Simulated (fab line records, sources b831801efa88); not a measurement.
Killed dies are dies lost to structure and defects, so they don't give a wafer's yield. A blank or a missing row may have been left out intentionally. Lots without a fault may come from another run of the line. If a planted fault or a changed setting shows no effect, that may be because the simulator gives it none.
8D (eight disciplines) problem report, filled in by code || flow sky130 || the parts of the form that need people (team, actions taken, sign-off) are left out

== 1. WHAT WENT WRONG ==
Wafers without a fault read 15, standard deviation 4.3; killedAtFrontEnd at SKY_PAD_OPEN_PROBE_99 reads a mean of 41 on 4 wafers belonging to 2 lots. That puts it +6.0 standard deviations away from the usual mean.
Earliest sighting: wafer L695.1 on prober-01 at day 49 23:34. The record holds 39 wafers of 13 lots with a number at this step. Rule for "out" (also "out of limits"): further than 4 standard deviations from the usual mean. All remaining wafers that have a number are taken as sound.

== 2. WHAT IT IS, WHAT IT ISN'T ==
{"question": "which readings at this step", "is": "killedAtFrontEnd", "is not": "killed_at_M0_to_M3, killed_at_M4_up, killedAtContacts, killedAtOther, killedOpen, killedShort"}
{"question": "which lots", "is": "L695, L696", "is not": "L680, L681, L683, L684, L685, L687, L688, L692, L697, L700, L702"}
{"question": "which wafers of those lots", "is": "L695.1, L695.3, L696.4, L696.5", "is not": "L695.5, L696.6"}
{"question": "read on which tools", "is": "prober-01, prober-02", "is not": "-"}
{"question": "when", "is": "from day 49 23:34", "is not": "up to then (24 sound wafers); but 11 sound wafers of L695, L696, L697, L700, L702 came after"}

== 3. THE SUSPECTS, EACH WITH WHAT RULES IT OUT ==
Counting: if a tool at a process step up to the reading ran every lot that is out, it stays a suspect. Sound lots after the first of them don't rule it out here, since some wafers of a struck lot are sound.
- plasmaAsher-01 at SKY_POLY_CUT_STRIP_12 (strips in O2/N2): kept. Ran every lot that is out, first one L695 (day 30 06:02); last sound lot up to then L692 (day 28 19:35).
- At SKY_POLY_CUT_STRIP_12 on plasmaAsher-01, chamber 0 took the sound wafers of the same lots and chamber 1 took the wafers that are out.
After counting, what remains is plasmaAsher-01 at SKY_POLY_CUT_STRIP_12.

== 4. THE CAUSE (what the simulator had put in) ==
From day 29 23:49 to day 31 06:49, plasmaAsher-01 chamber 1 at SKY_POLY_CUT_STRIP_12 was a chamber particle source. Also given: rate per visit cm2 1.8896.
Only this tool survived the counting.

== 5. SEQUENCE OF EFFECTS, ordered by route ==
One row per reading whose mean, taken over the struck wafers that have a number, lies over 3 standard deviations from the usual. Readings are gone through only where the record gives a usual standard deviation; hours: the median, over the lots, of the time from a lot's start at the first step in this table giving one to that lot's start at this step; sigmas: the change measured in usual standard deviations.
{"hours": 0, "step": "SKY_PAD_OPEN_PROBE_99", "reading": "killedAtFrontEnd", "usual": 15, "on struck wafers": 41, "change": "+26", "sigmas": "+6.0"}
It contains these process steps:
- SKY_PAD_OPEN_PROBE_99

== 6. HOW IT WOULD HAVE BEEN CAUGHT EARLIER ==
480 hours passed between the start of the fault at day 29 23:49 and the first reading out of limits in this record, taken at day 49 23:34.
Of the tool readings at SKY_POLY_CUT_STRIP_12 for which the record gives a usual standard deviation, none was out on any struck wafer, so an alarm limit of 4 standard deviations on them would not have fired.
By day 49 23:34, every lot that is out (2) had started SKY_POLY_CUT_STRIP_12 on plasmaAsher-01. A hold on the tool at that time would have spared none of them.
